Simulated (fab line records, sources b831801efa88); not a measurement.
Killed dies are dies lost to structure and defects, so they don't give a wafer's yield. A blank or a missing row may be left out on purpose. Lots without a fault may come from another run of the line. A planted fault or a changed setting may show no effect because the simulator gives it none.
Split-lot experiment | flow sky130 | 5 lots, 23 wafers read, on a route of 708 steps

THE SPLIT
At SKY_METAL1_SPUTTER_01 (material TiN, target thk 20 nm, time 16.7 s), the setting power_w was moved away from the recipe's 6500 W on 8 of the 23 wafers read, by -6.9% to +7.4%. The other wafers ran this setting at the recipe's value.

The reading is taken at the split's own step.

THE READING
TiN_of_METAL1_SPUTTER_01.thk_nm (the simulator's own value, which no gauge read), in nm, at SKY_METAL1_SPUTTER_01 (material TiN, target thk 20 nm, time 16.7 s). The file gives no usual value for it. The 15 wafers here that ran the recipe average 20.22 nm, standard deviation 0.32 nm.

wafer  | tool, chamber at the split | power_w as run, W | against the recipe | TiN_of_METAL1_SPUTTER_01.thk_nm, nm | against lot-mates on the recipe
L074.1 | pvd_sputter-04, -          | 6500              | recipe             | 20.14                               | -
L074.3 | pvd_sputter-04, -          | 6500              | recipe             | 19.99                               | -
L074.4 | pvd_sputter-04, -          | 6979              | +7.4%              | 21.85                               | +1.79
L074.5 | pvd_sputter-04, -          | 6979              | +7.4%              | 21.56                               | +1.50
L074.6 | pvd_sputter-04, -          | 6979              | +7.4%              | 21.39                               | +1.33
L076.2 | pvd_sputter-02, -          | 6500              | recipe             | 19.88                               | -
L076.4 | pvd_sputter-02, -          | 6500              | recipe             | 19.74                               | -
L076.6 | pvd_sputter-02, -          | 6500              | recipe             | 19.64                               | -
L077.1 | pvd_sputter-01, -          | 6500              | recipe             | 20.45                               | -
L077.2 | pvd_sputter-01, -          | 6500              | recipe             | 20.53                               | -
L077.3 | pvd_sputter-01, -          | 6500              | recipe             | 20.11                               | -
L077.4 | pvd_sputter-01, -          | 6500              | recipe             | 20.28                               | -
L077.6 | pvd_sputter-01, -          | 6500              | recipe             | 20.41                               | -
L079.1 | pvd_sputter-02, -          | 6500              | recipe             | 20.2                                | -
L079.2 | pvd_sputter-02, -          | 6500              | recipe             | 20.31                               | -
L079.3 | pvd_sputter-02, -          | 6056              | -6.8%              | 19.04                               | -1.17
L079.4 | pvd_sputter-02, -          | 6500              | recipe             | 20.11                               | -
L079.5 | pvd_sputter-02, -          | 6056              | -6.8%              | 18.88                               | -1.33
L084.2 | pvd_sputter-04, -          | 6053              | -6.9%              | 18.75                               | -1.97
L084.3 | pvd_sputter-04, -          | 6500              | recipe             | 20.57                               | -
L084.4 | pvd_sputter-04, -          | 6500              | recipe             | 20.87                               | -
L084.5 | pvd_sputter-04, -          | 6053              | -6.9%              | 18.77                               | -1.95
L084.6 | pvd_sputter-04, -          | 6053              | -6.9%              | 19.41                               | -1.31

THE FIT
A straight line over all 23 wafers: TiN_of_METAL1_SPUTTER_01.thk_nm changes by +0.184 nm for each +1% of power_w; r = +0.94; the points scatter about the line by 0.3 nm.
The same after taking each lot's own level away (the mean of its wafers on the recipe; 23 wafers): +0.218 nm for each +1%; r = +0.98; scatter 0.21 nm.
On that fit, the largest move of power_w shifts the reading by 1.6 nm.
The lots' own levels span 19.753 to 20.720 nm, that is 3.0 times the standard deviation above.
So the lot-to-lot level changes the slope: the two fits differ.
Check: with one of the wafers moved furthest among these (+7.4%) left out of the fit, the line predicts +1.53 nm for it against its lot-mates. It came out at +1.79 nm against them.

OTHER SPLITS ON THESE WAFERS
These wafers also went through other splits before the reading. Each is held against what the fit with the lots' levels taken away leaves over:
other split on the same wafers                | wafers away from the commonest value | r with TiN_of_METAL1_SPUTTER_01.thk_nm (lot level and that fit taken away)
SKY_SD_P_COAT_02 resist_thk_nm                | 9                                    | -0.18
SKY_RES_XHIGH_COAT_02 resist_thk_nm           | 4                                    | +0.08
SKY_RES_XHIGH_EXPOSE_04 dose_mj               | 4                                    | -0.08
SKY_SD_N_SOFTBAKE_03 temp_c                   | 12                                   | -0.15
SKY_SD_N_IMPLANT_10 energy_kev                | 10                                   | +0.44
SKY_LI_CONTACT_HDPCVD_00 sih4_flow_sccm       | 9                                    | +0.45
SKY_LI_CONTACT_CVD_21 temp_c                  | 9                                    | +0.13
SKY_LOCAL_INTERCONNECT_COAT_05 resist_thk_nm  | 11                                   | +0.07
SKY_LOCAL_INTERCONNECT_ETCH_13 pressure_mtorr | 15                                   | -0.31

THE FILE'S OWN FIT
TiN_of_METAL1_SPUTTER_01.thk_nm changes by +0.215 nm for each +1% of power_w, r = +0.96.
